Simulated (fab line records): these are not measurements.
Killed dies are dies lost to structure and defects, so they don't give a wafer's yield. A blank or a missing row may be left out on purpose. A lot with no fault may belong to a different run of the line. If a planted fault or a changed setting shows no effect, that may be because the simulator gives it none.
fab line records | flow sky130
[record] lots = 6 wafers = 18 last-day = 50
route steps=708 shown SONOS_TUNNEL@156 SONOS_ONO@168 PAD_OPEN@708
lots that met no fault: from a run of the same line without faults
start-h: the number of hours between the record's first day and the start of the first shown wafer of the lot | wait-h: how many hours have passed since the lot's step before this one | " same as the row above | L1.1+2: one row covering several wafers at once | - no value, or no start given | * or withheld: withheld | < > ~ a bound
route shown NAME@n: NAME is a module with steps in the file, n the number in the route of the first one | usual: mean/standard deviation taken from wafers without a fault | same: alike in all rows | chamber/n: place in a boat | sites: readings site by site | _std_site: the standard deviation of these | _edge_site: inner sites' mean taken away from outer sites' mean | radius-mm: how far each site lies from the wafer's centre | mask NAME#n: copy n | behind: tool/chamber where the wafer was last shaped | hold: what put the lot on hold/how long, in hours/how the hold closed | device: the transistor (n, p or np) that didn't switch | end of line: the same wafers' tests at the end of the route | a step with no rows: only its recipe | killed: count of dies lost to structure and defects at first sort (not the wafer's yield) | map: dies across one wafer; x = killed, . = not, _ = none there
set.NAME: the setting that was run; set.NAME@STEP: the one run at that earlier step | model.NAME: the simulator's own value behind a step, which no gauge read
lots at selected steps of the route; one table per step, one row per wafer
services: when a tool's chamber went out of use (start-h, in hours from the record's first day, below 0 if earlier), for how many hours, and the reason
[[steps]]
[step SKY_SONOS_TUNNEL_COAT_02]
[recipe] resist = NOVOLAK spin-rpm = 3000 resist-thk-nm = 1140
[step SKY_SONOS_TUNNEL_SOFTBAKE_03]
[recipe] temp-c = 90 time-s = 60 resist = NOVOLAK
[step SKY_SONOS_TUNNEL_EXPOSE_04]
[recipe] mask-id = TUNM na = 0.6 source-shape = conventional sigma-outer = 0.6 polarization = unpolarized target-cd-nm = 410 dose-mj = 136
[step SKY_SONOS_TUNNEL_PEB_05]
[recipe] temp-c = withheld time-s = * resist = NOVOLAK
[step SKY_SONOS_TUNNEL_DEVELOP_06]
[recipe] resist = NOVOLAK developer = TMAH develop-time-s = 60 dev-temp-c = 23
[step SKY_SONOS_TUNNEL_CD_MEAS_07]
[recipe] target-cd-nm = 410
[usual] cd-nm = 409.5/1.9
// columns lot.wafer tool chamber start-h wait-h cd-nm
L406.1 cd-sem-02 - 319.50 0.1 407.7
L406.3 " - " " 407.4
L406.5 " - " " 407.4
L407.1 cd-sem-01 - 326.70 0.1 407.2
L407.2 " - " " 404.8
L407.3 " - " " 406.9
L410.3 cd-sem-02 - 357.99 0.1 411.7
L410.5 " - " " 412.3
L410.6 " - " " 414.5
L412.2 cd-sem-02 - 366.08 0.1 410.8
L412.4 " - " " 411.7
L412.5 " - " " 409.6
L416.2 cd-sem-02 - 414.23 0.1 408.7
L416.3 " - " " 410.8
L416.6 " - " " 411.5
L417.1 cd-sem-02 - 415.05 0.1 408.3
L417.2 " - " " 410.3
L417.5 " - " " 409.2
[step SKY_SONOS_TUNNEL_OVL_MEAS_08]
[usual] SONOS_TUNNEL_OVL = 1.0/1.3
// columns lot.wafer tool chamber start-h wait-h SONOS_TUNNEL_OVL[nm]
L406.1 overlay-01 - 319.62 0.1 2.1
L406.3 " - " " 2.0
L406.5 " - " " 2.0
L407.1 overlay-01 - 326.82 0.1 0.7
L407.2 " - " " 1.5
L407.3 " - " " 2.5
L410.3 overlay-02 - 358.08 0.1 0.8
L410.5 " - " " 1.5
L410.6 " - " " 0.5
L412.2 overlay-02 - 366.19 0.1 1.3
L412.4 " - " " 0.7
L412.5 " - " " 1.4
L416.2 overlay-01 - 414.34 0.1 -1.5
L416.3 " - " " -0.8
L416.6 " - " " -1.1
L417.1 overlay-02 - 415.17 0.1 -1.0
L417.2 " - " " -0.2
L417.5 " - " " -1.6
[step SKY_SONOS_TUNNEL_IMPLANT_09]
[recipe] species = B energy-kev = 20 dose-cm2 = 1e+12 tilt-deg = withheld
[step SKY_SONOS_TUNNEL_WET_ETCH_10]
[recipe] chemistry = dHF target-depth-nm = 14 target = SiO2 dilution = 100:1 temp-c = 25 time-s = 280
[step SKY_SONOS_TUNNEL_STRIP_11]
[recipe] chemistry = SPM time-s = 600 temp-c = 130
[step SKY_SONOS_TUNNEL_TW_MEAS_12]
[usual] SONOS_TUNNEL_TW = 197.7/1.1
// columns lot.wafer tool chamber start-h wait-h SONOS_TUNNEL_TW
L406.1 film-metro-01 - 320.08 0.0 196.3
L406.3 " - " " 196.7
L406.5 " - " " 197.0
L407.1 film-metro-03 - 327.27 0.0 197.8
L407.2 " - " " 196.9
L407.3 " - " " 195.8
L410.3 film-metro-01 - 358.74 0.0 198.9
L410.5 " - " " 198.0
L410.6 " - " " 197.8
L412.2 film-metro-02 - 366.66 0.0 199.3
L412.4 " - " " 199.3
L412.5 " - " " 198.9
L416.2 film-metro-03 - 414.79 0.0 195.8
L416.3 " - " " 196.6
L416.6 " - " " 196.0
L417.1 film-metro-03 - 415.66 0.0 197.2
L417.2 " - " " 197.1
L417.5 " - " " 196.9
[step SKY_SONOS_TUNNEL_CLEAN_13]
[recipe] chemistry = dHF time-s = 20 dilution = 100:1 dry = ipa-marangoni
[step SKY_SONOS_ONO_OXIDATION_00]
[recipe] temp-c = 800 ambient = O2 idle-temp-c = 700 ramp-up-c-per-min = 10 ramp-down-c-per-min = 3 stabilise-s = 600 purge-s = 300 target-thk-a = 26 ox-time-s = 1249
[usual] spike-tc-bottom-C = 820.6/0.96
// columns lot.wafer tool chamber start-h wait-h spike-tc-bottom-C model.SiO2_of_SONOS_ONO_OXIDATION_00.thk-nm
L406.1 furnace-01 0 321.63 1.5 819.8 2.173
L406.3 " 0 " " 819.5 2.191
L406.5 " 0 " " 821.0 2.19
L407.1 furnace-01 0 329.38 2.0 819.8 2.08
L407.2 " 0 " " 820.4 2.113
L407.3 " 0 " " 818.4 2.144
L410.3 furnace-02 0 359.11 0.3 821.5 2.612
L410.5 " 0 " " 822.7 2.582
L410.6 " 0 " " 820.6 2.595
L412.2 furnace-02 0 367.17 0.4 819.4 2.614
L412.4 " 0 " " 821.8 2.584
L412.5 " 0 " " 820.0 2.567
L416.2 furnace-02 0 414.85 0.0 820.9 2.627
L416.3 " 0 " " 818.9 2.601
L416.6 " 0 " " 820.8 2.586
L417.1 furnace-01 0 416.93 1.2 820.8 2.607
L417.2 " 0 " " 821.5 2.628
L417.5 " 0 " " 820.8 2.613
[step SKY_SONOS_ONO_THK_MEAS_01]
[recipe] reads = SiO2_of_SONOS_ONO_OXIDATION_00
[usual] SONOS_ONO_OXIDATION_THK = 2.59/0.059
// columns lot.wafer tool chamber start-h wait-h SONOS_ONO_OXIDATION_THK[nm]
L406.1 film-metro-03 - 322.98 0.0 2.16
L406.3 " - " " 2.16
L406.5 " - " " 2.23
L407.1 film-metro-03 - 330.72 0.0 2.08
L407.2 " - " " 2.11
L407.3 " - " " 2.16
L410.3 film-metro-03 - 360.48 0.0 2.60
L410.5 " - " " 2.56
L410.6 " - " " 2.57
L412.2 film-metro-03 - 368.53 0.0 2.62
L412.4 " - " " 2.59
L412.5 " - " " 2.63
L416.2 film-metro-03 - 416.21 0.0 2.62
L416.3 " - " " 2.61
L416.6 " - " " 2.59
L417.1 film-metro-04 - 418.28 0.0 2.60
L417.2 " - " " 2.63
L417.5 " - " " 2.58
[step SKY_SONOS_ONO_CVD_02]
[recipe] material = Si3N4 precursor = DCS/NH3 target-thk-nm = 10.5 temp-c = 770 time-s = 180 pressure-mtorr = 250
[step SKY_PAD_OPEN_PROBE_99]
[usual] killed_at_M0_to_M3 = 43/6.7 killed_at_M4_up = 3.2/1.8 killed-at-contacts = 25/5.2 killed-at-front-end = 15/4.4 killed-at-other = 0.2/0.4 killed-dies = 87/9.3 killed-open = 48/7.1 killed-short = 39/6
[same] gross-dies = 492 killed-at-back-side = 0
// columns lot.wafer tool chamber start-h wait-h killed_at_M0_to_M3 killed_at_M4_up killed-at-contacts killed-at-front-end killed-at-other killed-dies killed-open killed-short model.etest.sonos-erased.drive-ua-um model.etest.cap-ono.gate-log10-a-cm2 model.etest.cap-ono.gate-bv-v model.etest.cap-ono.tox-acc-nm model.etest.sonos-erased.vt-v model.etest.sonos-baked.vt-less-v
L406.1 prober-02 - 1142.03 0.1 38 8 23 16 0 85 51 34 198.8 -7.855 16.81 12.76 -2.405 -0.5684
L406.3 prober-02 - 1142.13 0.2 55 7 25 11 0 98 48 50 192.9 -8.023 16.78 12.99 -2.3 -0.5054
L406.5 prober-02 - 1142.23 0.2 45 7 27 17 0 96 47 49 205.9 -7.91 16.68 12.84 -2.373 -0.5622
L410.3 prober-01 - 1158.55 0.2 48 1 22 16 0 87 45 42 195.6 -7.839 15.88 12.84 -2.297 -0.595
L410.5 prober-01 - 1158.65 0.2 41 4 31 16 0 92 51 41 193.4 -7.885 16.14 12.84 -2.289 -0.4832
L410.6 prober-01 - 1158.70 0.2 43 0 30 22 0 95 52 43 210.5 -7.991 16.79 12.91 -2.293 -0.4901
L407.1 prober-02 - 1158.61 0.1 48 3 17 10 0 78 41 37 202.9 -7.375 15.38 12.42 -2.525 -0.6615
L407.2 prober-02 - 1158.66 0.1 40 1 20 13 0 74 41 33 188.4 -7.673 16.28 12.69 -2.425 -0.6789
L407.3 prober-02 - 1158.71 0.2 48 2 17 16 0 83 44 39 204.8 -7.531 16.19 12.58 -2.47 -0.5948
L412.2 prober-02 - 1161.72 0.1 59 4 18 11 0 92 50 42 176.2 -7.99 16.06 12.91 -2.242 -0.452
L412.4 prober-02 - 1161.82 0.2 42 1 15 17 0 75 40 35 215.5 -7.989 16.03 12.92 -2.301 -0.5335
L412.5 prober-02 - 1161.87 0.2 45 2 23 8 0 78 44 34 193.7 -8.007 16.18 12.92 -2.282 -0.5078
L416.2 prober-02 - 1188.10 0.1 41 5 21 20 0 87 48 39 176.9 -7.718 16.4 12.72 -2.296 -0.5249
L416.3 prober-02 - 1188.15 0.2 37 6 33 12 0 88 48 40 186.9 -7.773 16.47 12.71 -2.307 -0.5195
L416.6 prober-02 - 1188.30 0.2 28 3 27 10 0 68 32 36 181.6 -7.698 16.28 12.74 -2.321 -0.4581
L417.1 prober-01 - 1188.72 0.1 51 4 38 12 0 105 51 54 175.9 -7.913 16.77 12.85 -2.29 -0.4859
L417.2 prober-01 - 1188.77 0.1 48 4 29 23 1 105 48 57 193.7 -7.897 16.68 12.81 -2.313 -0.4988
L417.5 prober-01 - 1188.92 0.2 47 7 22 15 0 91 55 36 158.6 -7.789 15.77 12.81 -2.28 -0.5688
// killed by level:class
L406.1 CONTACT:geometric-particle:open=9 VIA1:geometric-particle:open=8 VIA3:geometric-particle:open=7 VIA2:geometric-particle:open=6 METAL4:geometric-particle:short=6 FIELD_ISO:geometric-particle:open=5 VIA2:geometric-particle:short=5 POLY_GATE:geometric-particle:short=4
L406.3 VIA1:geometric-particle:short=11 VIA3:geometric-particle:open=10 CONTACT:geometric-particle:open=8 VIA1:geometric-particle:open=8 VIA2:geometric-particle:short=6 LI_CONTACT:geometric-particle:open=5 CONTACT:geometric-particle:short=5 METAL1:geometric-particle:short=5
L406.5 CONTACT:geometric-particle:open=16 VIA1:geometric-particle:open=12 VIA1:geometric-particle:short=10 METAL2:geometric-particle:short=10 POLY_GATE:geometric-particle:short=6 METAL4:geometric-particle:short=5 LI_CONTACT:geometric-particle:open=4 FIELD_ISO:geometric-particle:open=3
L410.3 VIA1:geometric-particle:open=12 FIELD_ISO:geometric-particle:short=8 LI_CONTACT:geometric-particle:open=8 VIA3:geometric-particle:open=6 VIA2:geometric-particle:open=6 METAL1:geometric-particle:short=6 VIA1:geometric-particle:short=6 LI_CONTACT:geometric-particle:short=4
L407.1 VIA3:geometric-particle:open=10 VIA1:geometric-particle:open=7 METAL1:geometric-particle:short=7 VIA2:geometric-particle:open=6 VIA2:geometric-particle:short=5 CONTACT:geometric-particle:open=5 POLY_GATE:geometric-particle:open=4 LI_CONTACT:geometric-particle:open=4
L410.5 CONTACT:geometric-particle:open=14 VIA1:geometric-particle:open=9 CONTACT:geometric-particle:short=6 VIA3:geometric-particle:open=6 LI_CONTACT:geometric-particle:open=5 VIA1:geometric-particle:short=5 METAL2:geometric-particle:short=5 FIELD_ISO:geometric-particle:open=4
L407.2 VIA1:geometric-particle:open=9 CONTACT:geometric-particle:open=7 VIA2:geometric-particle:open=6 LI_CONTACT:geometric-particle:open=6 CONTACT:geometric-particle:short=4 VIA1:geometric-particle:short=4 METAL2:geometric-particle:short=4 VIA2:geometric-particle:short=4
L410.6 VIA1:geometric-particle:open=13 LI_CONTACT:geometric-particle:open=8 FIELD_ISO:geometric-particle:short=7 FIELD_ISO:geometric-particle:open=6 LOCAL_INTERCONNECT:geometric-particle:short=6 CONTACT:geometric-particle:open=6 METAL2:geometric-particle:short=6 LI_CONTACT:geometric-particle:short=5
L407.3 METAL1:geometric-particle:short=10 VIA3:geometric-particle:open=10 FIELD_ISO:geometric-particle:short=6 CONTACT:geometric-particle:open=6 VIA1:geometric-particle:open=6 VIA2:geometric-particle:open=6 LI_CONTACT:geometric-particle:open=5 FIELD_ISO:geometric-particle:open=4
L412.2 METAL2:geometric-particle:short=11 VIA3:geometric-particle:open=10 VIA1:geometric-particle:open=10 CONTACT:geometric-particle:open=8 METAL1:geometric-particle:short=8 VIA2:geometric-particle:open=5 METAL3:geometric-particle:short=5 POLY_GATE:geometric-particle:open=4
L412.4 METAL1:geometric-particle:short=8 CONTACT:geometric-particle:open=7 VIA2:geometric-particle:short=5 POLY_GATE:geometric-particle:open=5 VIA2:geometric-particle:open=5 METAL3:geometric-particle:open=5 VIA1:geometric-particle:open=5 VIA1:geometric-particle:short=5
L412.5 VIA3:geometric-particle:open=10 LI_CONTACT:geometric-particle:open=8 VIA1:geometric-particle:open=8 METAL2:geometric-particle:short=8 VIA2:geometric-particle:open=7 CONTACT:geometric-particle:open=7 VIA3:geometric-particle:short=6 POLY_GATE:geometric-particle:short=5
L416.2 VIA3:geometric-particle:open=11 CONTACT:geometric-particle:open=9 LI_CONTACT:geometric-particle:open=5 VIA2:geometric-particle:open=5 POLY_GATE:geometric-particle:open=4 POLY_GATE:geometric-particle:short=4 SPACER:geometric-particle:short=4 METAL1:geometric-particle:short=4
L416.3 LI_CONTACT:geometric-particle:open=12 CONTACT:geometric-particle:open=11 METAL1:geometric-particle:short=7 LOCAL_INTERCONNECT:geometric-particle:short=6 METAL2:geometric-particle:short=5 VIA1:geometric-particle:open=5 VIA1:geometric-particle:short=5 METAL4:geometric-particle:short=4
L416.6 LI_CONTACT:geometric-particle:open=9 LI_CONTACT:geometric-particle:short=6 VIA1:geometric-particle:open=6 LOCAL_INTERCONNECT:geometric-particle:short=5 VIA3:geometric-particle:open=5 FIELD_ISO:geometric-particle:short=4 CONTACT:geometric-particle:open=4 METAL1:geometric-particle:short=4
L417.1 VIA1:geometric-particle:open=14 CONTACT:geometric-particle:open=13 CONTACT:geometric-particle:short=8 METAL1:geometric-particle:short=8 LI_CONTACT:geometric-particle:open=7 LOCAL_INTERCONNECT:geometric-particle:short=7 FIELD_ISO:geometric-particle:short=6 VIA3:geometric-particle:short=6
L417.2 VIA1:geometric-particle:open=10 FIELD_ISO:geometric-particle:short=9 CONTACT:geometric-particle:open=8 CONTACT:geometric-particle:short=8 VIA3:geometric-particle:open=7 LOCAL_INTERCONNECT:geometric-particle:short=7 VIA1:geometric-particle:short=6 VIA2:geometric-particle:open=6
L417.5 VIA1:geometric-particle:open=12 CONTACT:geometric-particle:open=10 VIA2:geometric-particle:open=8 FIELD_ISO:geometric-particle:open=7 METAL1:geometric-particle:short=7 METAL2:geometric-particle:short=5 VIA3:geometric-particle:open=5 LI_CONTACT:geometric-particle:open=4
[[services]]
// columns tool chamber start-h hours kind
furnace-02 - 335.85 4.4 pm
furnace-01 - 402.94 3.5 pm
[[key]]
[first-sign] step = SKY_SONOS_ONO_THK_MEAS_01 reading = SONOS_ONO_OXIDATION_THK direction = down sigmas = 7.5 usual = 2.59 struck = 2.15
effect none on later readings
[model-effect] step = SKY_SONOS_ONO_OXIDATION_00 value = SiO2_of_SONOS_ONO_OXIDATION_00.thk-nm without = 2.58 struck = 2.149
[model-effect] step = SKY_PAD_OPEN_PROBE_99 value = etest.sonos-erased.drive-ua-um without = 170 struck = 199
met-at SKY_SONOS_ONO_OXIDATION_00
struck-wafers L406.1,L406.3,L406.5,L407.1,L407.2,L407.3
tester-left-out L406,L407
[fault] kind = process-parameter-drift tool = furnace-01 chamber = - onset-h = 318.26 steps = SKY_SONOS_ONO_OXIDATION_00 channel = ox-time-s offset = * shape = step end-h = 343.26 acts-in = * stated = *
// tester-left-out: of these lots the tester's yield and bins aren't shown, on N5 and GAA mostly nor the transistor test; their killed dies are dies lost to structure and defects alone, not to doping, threshold or leakage, so they don't give the yield
